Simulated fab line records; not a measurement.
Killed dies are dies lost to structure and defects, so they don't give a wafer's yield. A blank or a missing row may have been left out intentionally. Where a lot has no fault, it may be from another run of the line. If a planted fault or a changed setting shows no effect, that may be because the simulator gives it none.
Matching of chambers :: flow gf180mcu :: 4 sister chambers for GF_V1_CMP_04 on cmp-01
The step polishes SiO2. 4 wafers are shown with their chamber, then 7 later ones without.

== EACH WAFER AND ITS CHAMBER ==
wafer: L183.4
chamber: 1
motorCurrentA (A): 13.9

wafer: L183.6
chamber: 2
motorCurrentA (A): 14.1

wafer: L185.2
chamber: 3
motorCurrentA (A): 13.5

wafer: L185.4
chamber: 0
motorCurrentA (A): 12.2

== WAFERS MISSING THEIR CHAMBER ==
wafer: L185.5
motorCurrentA (A): 12.3

wafer: L189.1
motorCurrentA (A): 14.8

wafer: L189.3
motorCurrentA (A): 13.8

wafer: L189.6
motorCurrentA (A): 12.4

wafer: L196.2
motorCurrentA (A): 13.4

wafer: L196.3
motorCurrentA (A): 14.8

wafer: L196.6
motorCurrentA (A): 13.8

== CHAMBER TAKEN BY EACH ==
wafer: L185.5
from the rows above: 0
in truth: 0

wafer: L189.1
from the rows above: can't be placed: 2 or 1 or 3
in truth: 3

wafer: L189.3
from the rows above: can't be placed: 1 or 2 or 3
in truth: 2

wafer: L189.6
from the rows above: 0
in truth: 0

wafer: L196.2
from the rows above: can't be placed: 3 or 1 or 2
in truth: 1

wafer: L196.3
from the rows above: can't be placed: 2 or 1 or 3
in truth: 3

wafer: L196.6
from the rows above: can't be placed: 1 or 2 or 3
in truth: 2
Placed correctly: 2 of 7. Not placeable from these rows: 5 (in 5, the candidates include the true chamber). Wrongly placed: 0.
How it was worked out, from the rows above alone: a wafer's distance from a chamber is the root of the sum, over the readings, of the square of ((its reading less the chamber's mean) divided by the reading's scatter). The wafer belongs to the nearest chamber; if the next one is less than 2 further off, it can't be placed. Each chamber's mean is taken over the wafers shown for it. The scatter (one wafer shown for each chamber): square how far every hidden wafer sits from the nearest shown wafer, average those squares and take the square root.
